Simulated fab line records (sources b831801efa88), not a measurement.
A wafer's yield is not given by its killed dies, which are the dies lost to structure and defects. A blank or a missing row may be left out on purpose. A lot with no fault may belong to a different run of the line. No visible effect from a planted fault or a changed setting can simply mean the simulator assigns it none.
One fault through the eyes of 2 desks ; flow sky130 ; what lay behind the numbers comes last; until then each desk has only its own

== FROM THE METROLOGY DESK ==
Means of the sampled wafers that have a number, per lot and without regard to the tool the lot ran on: this is what the gauges read. If a lot's mean is further than 4 standard deviations from the usual mean, the lot is out of limits and carries the mark OUT (the distance appears in the brackets).
Columns: A = SONOS_ONO_OVL at SKY_SONOS_ONO_OVL_MEAS_14, usual 0.1 nm; B = LDD_LDN_OVL at SKY_LDD_LDN_OVL_MEAS_07, usual 1.0 nm; C = SPACER_CVD_00_THK at SKY_SPACER_THK_MEAS_01, usual 42.8 nm
lot;first seen here;A;B;C
L282;day 12 17:10;0.7;0.9;42.5
L286;day 14 00:19;-0.3;1.4;42.7
L288;day 14 18:01;-0.9;-1.1;42.8
L289;day 14 19:28;0.5;1.8;42.0
L293;day 16 06:22;1.7;2.9;42.7
L294;day 16 15:20;-1.2;1.4;43.1
L295;day 17 01:04;-1.7;1.6;43.0
L299;day 18 11:40;-0.8;1.8;42.5
L303;day 20 00:27;0.1;1.8;45.1 (+6.7) OUT
L304;day 20 02:58;0.5;0.7;47.3 (+13) OUT
L305;day 20 06:46;-0.1;1.3;44.6 (+5.0) OUT
This desk's finding: out of limits on L303, L304, L305; first on L303, day 30 08:58 (SPACER_CVD_00_THK at SKY_SPACER_THK_MEAS_01). In limits: L282, L286, L288, L289, L293, L294, L295, L299.

== DESK OF THE TOOL OWNER: lpcvd-02 ==
The tool's own readings at SKY_SPACER_CVD_00 (deposits Si3N4 from DCS/NH3, target thk 43.1 nm, time 740 s): means of the sampled wafers that have a number, for each lot that ran on this tool. If a lot's mean is further than 4 standard deviations from the usual mean, the lot is out of limits and carries the mark OUT (the distance appears in the brackets).
Columns: A = spike tc centre C at SKY_SPACER_CVD_00, usual 770.9 C; B = spike tc top C at SKY_SPACER_CVD_00, usual 786 C; C = zone power bottom pct at SKY_SPACER_CVD_00, usual 18.5 %; D = zone power centre pct at SKY_SPACER_CVD_00, usual 14.0 %; E = zone power upper pct at SKY_SPACER_CVD_00, usual 12.6 %
lot;first seen here;A;B;C;D;E
L282;day 23 00:17;769.3;781;18.9;13.1;11.9
L286;day 24 12:13;768.9;781;19.0;13.3;11.9
L289;day 25 04:55;772.5;789;18.2;14.5;13.0
L288;day 25 08:46;772.4;790;18.2;14.5;13.0
L293;day 26 21:52;770.1;781;18.9;13.4;11.9
L294;day 27 07:25;771.4;790;18.3;14.4;13.1
L295;day 27 13:26;771.7;789;18.3;14.6;13.0
L299;day 29 02:44;771.2;789;18.1;14.7;13.1
L303;day 30 07:46;785.1 (+10) OUT;790;18.2;18.1 (+6.5) OUT;11.4
L304;day 30 09:23;783.5 (+9.0) OUT;789;18.2;18.1 (+6.6) OUT;11.4
L305;day 30 14:36;781.6 (+7.6) OUT;783;18.9;16.5 (+4.0) OUT;10.4
Finding of this desk: L303, L304, L305 out of limits; the first was L303 at day 30 07:46, on spike tc centre C at SKY_SPACER_CVD_00. In limits: L282, L286, L289, L288, L293, L294, L295, L299.

== PUT TOGETHER ==
At day 30 07:46, on L303, L304, L305, the tool owner's desk was in a position to raise an alarm.
L303, L304, L305 would have let the metrology desk raise an alarm at day 30 08:58.
The lots listed all ran SKY_SPACER_CVD_00 on lpcvd-02.

== WHAT THE SIMULATOR HAD PUT IN ==
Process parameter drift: lpcvd-02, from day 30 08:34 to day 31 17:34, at SKY_SPACER_CVD_00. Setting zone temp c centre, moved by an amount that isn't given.
Lots struck among those shown: L303, L304, L305.
